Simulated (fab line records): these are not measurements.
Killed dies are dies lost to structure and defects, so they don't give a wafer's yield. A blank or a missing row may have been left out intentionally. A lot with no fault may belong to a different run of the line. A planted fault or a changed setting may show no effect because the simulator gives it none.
fab line records	flow gf180mcu
[record] lots = 13	wafers = 39	lastDay = 33
route steps=602 shown STI@26 LVPWELL@58 DUAL_GATE@154 POLY_GATE@170
lots untouched by any fault: they come from a run of this same line in which no faults occurred
startH: the number of hours between the record's first day and the start of the first shown wafer of the lot	waitH: how many hours have passed since the lot's step before this one	" same as the row above	L1.1+2: a row that stands for several wafers	- no value, or no start was given	* or withheld: withheld	< > ~ a bound
route shown NAME@n: a module of which the file shows steps, and the number in the route of the first	usual: average and standard deviation across the fault-free wafers	same: alike in all rows	chamber/n: place in a boat	sites: each site's reading	_std_site: the standard deviation of these	_edge_site: outer sites' mean less inner sites'	radiusMm: how far each site lies from the wafer's centre	mask NAME#n: copy n	behind: the last tool/chamber to shape the wafer	hold: why the lot went on hold/how many hours it stayed there/how the hold came to an end	device: the transistor (n, p or np) that didn't switch	end of line: the route-end tests of the same wafers	a step without rows: its recipe alone	killed: dies that structure and defects cost at the first sort, which is not the same as the wafer's yield	map: the dies of a wafer, with x for killed, . for not killed, _ for no die there
set.NAME: the run value of the setting; set.NAME@STEP: its run value at that earlier step	model.NAME: the simulator's own value behind a step, which no gauge read
route steps across a sampled set of lots; one table per step, one row per wafer
services: when a tool's chamber went out of use (startH, in hours from the record's first day, below 0 if earlier), for how many hours, and the reason
[[steps]]
[step GF_STI_CMP_25]
[recipe] stopOn = Si3N4	tOverpolishS = 33	downForcePsi = 4	platenRpm = 60	targetThkNm = 524.6	padVelocityMS = 0.94248
[usual] motorCurrentA = 12.0/1.6	overpolishRunS = 33.000/0.0093	slurryFilterDpKPa = 13.52/0.14	timeToEndpointS = 123/4.8
lot.wafer	tool	chamber	startH	waitH	motorCurrentA	overpolishRunS	slurryFilterDpKPa	timeToEndpointS
L837.4	cmp-01	0	33.54	0.0	11.0	32.993	13.66	129
L837.2	"	3	"	"	14.5	32.999	13.50	121
L837.5	"	1	"	"	10.9	33.010	13.37	118
L838.3	cmp-01	2	38.48	0.0	10.7	33.004	13.76	124
L838.4	"	3	"	"	14.5	32.998	13.36	120
L838.1	"	0	"	"	10.8	33.001	13.53	126
L839.1	cmp-01	2	44.24	0.1	10.1	33.001	13.65	125
L839.3	"	3	"	"	13.9	32.996	13.47	123
L839.6	"	1	"	"	10.3	32.992	13.48	118
L840.1	cmp-01	1	49.67	0.1	10.9	32.996	13.26	119
L840.2	"	2	"	"	10.2	33.007	13.39	120
L840.5	"	3	"	"	14.5	32.995	13.57	124
L841.2	cmp-01	2	55.04	0.0	10.7	33.007	13.55	119
L841.1	"	3	"	"	13.8	32.978	13.74	120
L841.6	"	2	"	"	10.6	32.990	13.40	124
L842.3	cmp-01	2	61.86	0.0	9.9	33.007	13.49	117
L842.4	"	0	"	"	11.1	33.013	13.46	122
L842.6	"	2	"	"	9.6	33.004	13.29	116
L843.3	cmp-02	2	64.39	0.0	14.7	32.997	13.45	121
L843.2	"	0	"	"	11.3	32.989	13.70	121
L843.4	"	1	"	"	12.2	32.984	13.34	123
L845.4	cmp-02	1	72.41	0.0	11.5	33.009	13.44	129
L845.3	"	0	"	"	11.8	33.000	13.55	121
L845.6	"	1	"	"	10.9	33.006	13.53	125
L847.4	cmp-01	2	84.49	0.0	9.8	33.007	13.63	120
L847.3	"	3	"	"	14.3	32.998	13.40	117
L847.1	"	0	"	"	11.3	33.000	13.60	123
L848.1	cmp-01	3	87.94	0.1	14.2	33.005	13.41	122
L848.3	"	0	"	"	11.1	33.000	13.38	125
L848.5	"	1	"	"	10.6	33.019	13.49	117
L849.3	cmp-02	0	93.06	0.1	12.0	33.009	13.52	120
L849.2	"	1	"	"	11.0	32.997	13.27	129
L849.5	"	0	"	"	11.5	33.000	13.66	122
L850.2	cmp-01	0	100.32	0.1	11.4	32.992	13.62	121
L850.3	"	1	"	"	11.3	33.021	13.52	114
L850.5	"	0	"	"	11.3	33.004	13.61	124
L851.1	cmp-01	0	105.85	1.4	12.0	33.018	13.61	130
L851.4	"	1	"	"	11.5	32.998	13.55	126
L851.6	"	3	"	"	14.4	32.991	13.48	125
[step GF_LVPWELL_EXPOSE_04]
[recipe] maskId = LVPWELL	targetCdNm = 600	na = 0.6	sourceShape = conventional	sigmaOuter = 0.6	doseMj = 260
[usual] exposureDoseMJCm2 = 260.04/0.26
lot.wafer	tool	chamber	startH	waitH	mask	exposureDoseMJCm2
L837.2	ilineStepper-02	0	67.71	-	LVPWELL#0	260.08
L837.4	"	0	"	"	LVPWELL#0	259.86
L837.5	"	0	"	"	LVPWELL#0	260.03
L838.1	ilineStepper-01	0	72.69	-	LVPWELL#0	260.43
L838.3	"	0	"	"	LVPWELL#0	260.36
L838.4	"	0	"	"	LVPWELL#0	260.21
L839.1	ilineStepper-01	0	80.15	-	LVPWELL#0	259.89
L839.3	"	0	"	"	LVPWELL#0	259.85
L839.6	"	0	"	"	LVPWELL#0	259.78
L840.1	ilineStepper-02	0	85.01	-	LVPWELL#0	260.20
L840.2	"	0	"	"	LVPWELL#0	260.15
L840.5	"	0	"	"	LVPWELL#0	260.02
L841.1	ilineStepper-02	0	92.70	-	LVPWELL#0	260.32
L841.2	"	0	"	"	LVPWELL#0	260.01
L841.6	"	0	"	"	LVPWELL#0	260.06
L842.3	ilineStepper-01	0	98.55	-	LVPWELL#0	259.69
L842.4	"	0	"	"	LVPWELL#0	260.12
L842.6	"	0	"	"	LVPWELL#0	260.24
L843.2	ilineStepper-02	0	101.68	-	LVPWELL#0	260.50
L843.3	"	0	"	"	LVPWELL#0	260.11
L843.4	"	0	"	"	LVPWELL#0	260.35
L845.3	ilineStepper-01	0	109.41	-	LVPWELL#0	259.90
L845.4	"	0	"	"	LVPWELL#0	260.01
L845.6	"	0	"	"	LVPWELL#0	260.35
L847.1	ilineStepper-01	0	121.90	-	LVPWELL#0	259.74
L847.3	"	0	"	"	LVPWELL#0	259.94
L847.4	"	0	"	"	LVPWELL#0	259.68
L848.1	ilineStepper-02	0	127.36	-	LVPWELL#0	259.89
L848.3	"	0	"	"	LVPWELL#0	259.66
L848.5	"	0	"	"	LVPWELL#0	259.96
L849.2	ilineStepper-02	0	130.90	-	LVPWELL#0	259.87
L849.3	"	0	"	"	LVPWELL#0	259.70
L849.5	"	0	"	"	LVPWELL#0	259.64
L850.2	ilineStepper-02	0	139.94	-	Nwell#0	259.75
L850.3	"	0	"	"	Nwell#0	259.71
L850.5	"	0	"	"	Nwell#0	259.43
L851.1	ilineStepper-01	0	145.92	-	LVPWELL#0	259.77
L851.4	"	0	"	"	LVPWELL#0	260.12
L851.6	"	0	"	"	LVPWELL#0	260.06
[step GF_LVPWELL_OVL_MEAS_07]
[usual] LVPWELL_OVL = -0.1/1.6
lot.wafer	tool	chamber	startH	waitH	LVPWELL_OVL[nm]
L837.2	overlay-01	-	74.26	-	-1.1
L837.4	"	-	"	"	-2.5
L837.5	"	-	"	"	-1.8
L838.1	overlay-02	-	78.84	-	-0.6
L838.3	"	-	"	"	1.1
L838.4	"	-	"	"	-1.4
L839.1	overlay-01	-	86.24	-	-3.6
L839.3	"	-	"	"	0.7
L839.6	"	-	"	"	0.5
L840.1	overlay-02	-	91.49	-	-0.8
L840.2	"	-	"	"	-1.8
L840.5	"	-	"	"	-1.3
L841.1	overlay-01	-	99.62	-	-1.2
L841.2	"	-	"	"	-1.4
L841.6	"	-	"	"	-1.0
L842.3	overlay-01	-	105.08	-	0.1
L842.4	"	-	"	"	0.7
L842.6	"	-	"	"	1.0
L843.2	overlay-01	-	108.69	-	-1.3
L843.3	"	-	"	"	-1.8
L843.4	"	-	"	"	0.0
L845.3	overlay-02	-	116.15	-	-2.1
L845.4	"	-	"	"	-0.9
L845.6	"	-	"	"	1.0
L847.1	overlay-01	-	129.13	-	1.7
L847.3	"	-	"	"	-1.3
L847.4	"	-	"	"	0.7
L848.1	overlay-02	-	134.90	-	-1.8
L848.3	"	-	"	"	-1.9
L848.5	"	-	"	"	-0.7
L849.2	overlay-02	-	138.67	-	-0.6
L849.3	"	-	"	"	-1.3
L849.5	"	-	"	"	-1.7
L850.2	overlay-01	-	147.71	-	-
L850.3	"	-	"	"	-
L850.5	"	-	"	"	-
L851.1	overlay-02	-	154.03	-	-1.5
L851.4	"	-	"	"	-1.1
L851.6	"	-	"	"	0.5
[step GF_LVPWELL_TW_MEAS_11]
[usual] LVPWELL_TW = 558/8.7
lot.wafer	tool	chamber	startH	waitH	LVPWELL_TW
L837.2	filmMetro-02	-	74.70	0.1	559
L837.4	"	-	"	"	561
L837.5	"	-	"	"	562
L838.1	filmMetro-02	-	79.27	0.1	563
L838.3	"	-	"	"	562
L838.4	"	-	"	"	558
L839.1	filmMetro-03	-	86.67	0.1	542
L839.3	"	-	"	"	540
L839.6	"	-	"	"	542
L840.1	filmMetro-02	-	91.92	0.1	562
L840.2	"	-	"	"	561
L840.5	"	-	"	"	563
L841.1	filmMetro-01	-	100.05	0.1	560
L841.2	"	-	"	"	563
L841.6	"	-	"	"	564
L842.3	filmMetro-03	-	105.52	0.1	546
L842.4	"	-	"	"	550
L842.6	"	-	"	"	550
L843.2	filmMetro-03	-	109.13	0.1	546
L843.3	"	-	"	"	547
L843.4	"	-	"	"	551
L845.3	filmMetro-01	-	116.59	0.1	565
L845.4	"	-	"	"	559
L845.6	"	-	"	"	564
L847.1	filmMetro-01	-	129.57	0.1	563
L847.3	"	-	"	"	564
L847.4	"	-	"	"	564
L848.1	filmMetro-02	-	135.34	0.1	565
L848.3	"	-	"	"	564
L848.5	"	-	"	"	566
L849.2	filmMetro-01	-	139.11	0.1	561
L849.3	"	-	"	"	561
L849.5	"	-	"	"	563
L850.2	filmMetro-03	-	148.15	0.1	29
L850.3	"	-	"	"	29
L850.5	"	-	"	"	29
L851.1	filmMetro-03	-	154.47	0.1	538
L851.4	"	-	"	"	539
L851.6	"	-	"	"	544
[step GF_DUAL_GATE_STRIP_13]
[recipe] chemistry = O2/N2	powerW = 1400	pressureMtorr = 1500	platenTempC = 250	o2FlowSccm = 3000	n2FlowSccm = 300	overashFraction = 0.5258
[usual] drypumpMotorCurrentA = 5.7/0.55	heaterPowerW = 318/39	oesProductAu = 0.708/0.0046	platenTempC = 250.01/0.16	stripTimeToEndpointS = 12.63/0.031
lot.wafer	tool	chamber	startH	waitH	drypumpMotorCurrentA	heaterPowerW	oesProductAu	platenTempC	rfHoursCounterH	stripTimeToEndpointS
L837.2	plasmaAsher-03	1	183.22	0.0	6.6	280	0.716	250.16	47	12.62
L837.4	"	0	"	"	5.7	284	0.713	249.95	-	12.61
L837.5	"	0	"	"	5.7	279	0.701	250.08	-	12.62
L838.1	plasmaAsher-04	1	188.53	0.0	5.9	301	0.703	250.29	39	12.58
L838.3	"	1	"	"	6.0	309	0.706	250.20	-	12.56
L838.4	"	0	"	"	4.9	381	0.702	250.23	-	12.59
L839.1	plasmaAsher-01	1	200.03	0.0	5.7	341	0.705	249.82	8	12.61
L839.3	"	1	"	"	5.7	346	0.709	249.87	-	12.58
L839.6	"	1	"	"	5.7	339	0.712	249.99	-	12.62
L840.1	plasmaAsher-03	0	207.65	0.0	5.8	285	0.709	249.80	49	12.67
L840.2	"	1	"	"	6.6	277	0.708	249.93	49	12.60
L840.5	"	1	"	"	6.6	279	0.708	250.10	-	12.65
L841.1	plasmaAsher-03	0	217.79	0.0	5.7	291	0.706	250.10	50	12.63
L841.2	"	1	"	"	6.6	272	0.710	250.01	50	12.60
L841.6	"	0	"	"	5.7	293	0.704	250.28	-	12.61
L842.3	plasmaAsher-04	1	227.47	0.0	5.9	290	0.704	250.01	-	12.62
L842.4	"	0	"	"	4.9	394	0.713	250.03	-	12.64
L842.6	"	0	"	"	4.9	391	0.704	249.98	-	12.62
L843.2	plasmaAsher-04	1	232.28	0.0	5.9	299	0.711	249.95	43	12.63
L843.3	"	1	"	"	5.9	307	0.703	250.03	-	12.58
L843.4	"	0	"	"	4.9	383	0.712	250.03	-	12.62
L845.3	plasmaAsher-04	1	242.33	0.0	5.9	301	0.705	250.28	-	12.59
L845.4	"	0	"	"	4.9	382	0.714	249.72	-	12.62
L845.6	"	1	"	"	5.9	310	0.705	250.21	-	12.61
L847.1	plasmaAsher-04	0	260.10	0.0	4.9	395	0.706	250.32	46	12.62
L847.3	"	1	"	"	5.9	295	0.707	249.92	-	12.58
L847.4	"	0	"	"	4.9	387	0.713	249.96	-	12.59
L848.1	plasmaAsher-01	0	268.56	0.0	5.2	316	0.703	249.84	16	12.68
L848.3	"	0	"	"	5.2	326	0.714	249.98	-	12.68
L848.5	"	1	"	"	5.7	333	0.711	249.87	-	12.64
L849.2	plasmaAsher-04	1	273.41	0.0	5.9	303	0.709	250.01	47	12.64
L849.3	"	1	"	"	6.0	293	0.695	250.03	-	12.59
L849.5	"	0	"	"	4.9	395	0.713	250.03	-	12.62
L850.2	plasmaAsher-04	1	281.46	0.0	5.9	306	0.709	249.73	48	12.60
L850.3	"	0	"	"	4.9	389	0.709	250.23	-	12.67
L850.5	"	0	"	"	4.9	396	0.708	250.22	-	12.69
L851.1	plasmaAsher-03	0	288.01	0.0	5.7	287	0.713	250.28	57	12.66
L851.4	"	1	"	"	6.6	274	0.707	249.80	-	12.64
L851.6	"	0	"	"	5.7	290	0.716	250.06	-	12.62
[step GF_POLY_GATE_ETCH_13]
[recipe] target = poly-Si	targetDepthNm = 198.5	stopOn = SiO2	overEtchFrac = 0.403	chemistry = HBr/Cl2	icpW = 400	biasW = 100	pressureMtorr = 10	HBr_flow_sccm = 150	Cl2_flow_sccm = 50	timeS = 69.6
[usual] drypumpMotorCurrentA = 5.6/0.38	oesProductAu = 0.988/0.0084	throttleValvePct = 33.684/0.0087
lot.wafer	tool	chamber	startH	waitH	drypumpMotorCurrentA	oesProductAu	rfHoursCounterH	throttleValvePct
L837.2	rieSi-01	1	204.49	-	4.9	0.976	33	33.693
L837.4	"	2	"	"	5.5	0.985	19	33.681
L837.5	"	0	"	"	5.3	0.993	-	33.679
L838.1	rieSi-01	0	210.92	-	5.2	1.005	117	33.693
L838.3	"	1	"	"	4.9	0.985	33	33.679
L838.4	"	2	"	"	5.5	0.995	19	33.679
L839.1	rieSi-01	2	225.84	-	5.5	0.998	19	33.688
L839.3	"	3	"	"	6.0	0.980	33	33.687
L839.6	"	0	"	"	5.3	1.001	-	33.681
L840.1	rieSi-01	0	230.81	-	5.2	0.995	117	33.688
L840.2	"	2	"	"	5.5	0.992	19	33.689
L840.5	"	0	"	"	5.2	0.988	-	33.676
L841.1	rieSi-02	0	240.87	-	6.0	1.002	3	33.689
L841.2	"	1	"	"	5.6	0.990	38	33.674
L841.6	"	2	"	"	5.8	0.989	-	33.682
L842.3	rieSi-01	1	251.91	-	4.9	0.979	33	33.670
L842.4	"	3	"	"	5.9	0.985	34	33.687
L842.6	"	0	"	"	5.3	0.976	-	33.697
L843.2	rieSi-02	3	258.07	-	5.8	0.994	90	33.680
L843.3	"	2	"	"	5.8	0.990	29	33.684
L843.4	"	1	"	"	5.6	0.991	39	33.686
L845.3	rieSi-01	0	267.54	-	5.2	0.990	0	33.677
L845.4	"	2	"	"	5.5	0.986	19	33.688
L845.6	"	1	"	"	4.9	0.979	-	33.688
L847.1	rieSi-01	3	284.27	-	6.0	0.989	34	33.688
L847.3	"	2	"	"	5.5	0.987	19	33.686
L847.4	"	1	"	"	4.9	0.991	33	33.683
L848.1	rieSi-01	2	291.61	-	5.5	0.995	19	33.683
L848.3	"	0	"	"	5.2	0.975	1	33.693
L848.5	"	2	"	"	5.6	0.987	-	33.683
L849.2	rieSi-01	1	297.04	-	4.9	0.983	34	33.680
L849.3	"	3	"	"	6.0	0.987	34	33.690
L849.5	"	0	"	"	5.2	0.986	-	33.699
L850.2	rieSi-02	3	306.22	-	5.9	1.003	90	33.700
L850.3	"	2	"	"	5.8	0.976	29	33.680
L850.5	"	3	"	"	5.9	0.993	-	33.677
L851.1	rieSi-02	2	311.97	-	5.8	0.988	29	33.690
L851.4	"	1	"	"	5.6	0.988	39	33.700
L851.6	"	3	"	"	5.9	1.013	-	33.683
[[services]]
tool	chamber	startH	hours	kind
ilineStepper-02	-	10.33	1.7	pm
cmp-01	-	21.37	2.0	repair
plasmaAsher-03	-	30.85	14.6	pm
rieSi-02	-	39.35	15.6	pm
cmp-02	-	42.10	3.1	pm
cmp-02	-	45.95	5.6	pm
cmp-01	-	52.89	0.5	repair
rieSi-01	2	54.64	4.9	repair
cmp-01	-	64.00	4.0	pm
plasmaAsher-04	-	69.10	2.2	repair
rieSi-02	-	69.98	1.7	repair
cmp-01	-	104.03	1.7	repair
plasmaAsher-03	-	136.85	0.4	repair
rieSi-02	1	137.32	4.0	repair
cmp-01	-	177.80	5.5	repair
ilineStepper-02	-	181.03	13.5	repair
rieSi-02	2	186.72	4.3	repair
ilineStepper-01	-	199.17	1.7	pm
ilineStepper-02	-	220.32	1.7	pm
plasmaAsher-03	-	220.84	2.8	pm
cmp-01	-	236.70	6.3	pm
ilineStepper-01	-	260.43	1.2	repair
ilineStepper-02	-	273.78	2.2	repair
cmp-01	-	294.20	2.4	repair
[[key]]
[firstSign] step = GF_LVPWELL_EXPOSE_04	reading = mask	direction = changed
[effect] step = GF_LVPWELL_OVL_MEAS_07	reading = LVPWELL_OVL	direction = missing
[effect] step = GF_LVPWELL_TW_MEAS_11	reading = LVPWELL_TW	direction = down	sigmas = 61	usual = 558	struck = 29
metAt GF_LVPWELL_EXPOSE_04
struckLots L850
sortLeftOut L850.2,L850.3,L850.5
testerLeftOut L850
notActingAt GF_STI_CMP_25,GF_DUAL_GATE_STRIP_13,GF_POLY_GATE_ETCH_13
onsetBetween 130.90 139.94
[fault] kind = wrongMask	tool = any	chamber = -	onsetH = 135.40	steps = GF_LVPWELL_EXPOSE_04	auxCopy = Nwell#0	scope = struckLotsOnly
// testerLeftOut: of these lots the tester's yield and bins aren't shown, on N5 and GAA mostly nor the transistor test; their killed dies are dies lost to structure and defects alone, not to doping, threshold or leakage, so they don't give the yield
// sortLeftOut: the simulated sort isn't trusted on such a fault, so these wafers' sort isn't shown, and their yield isn't known
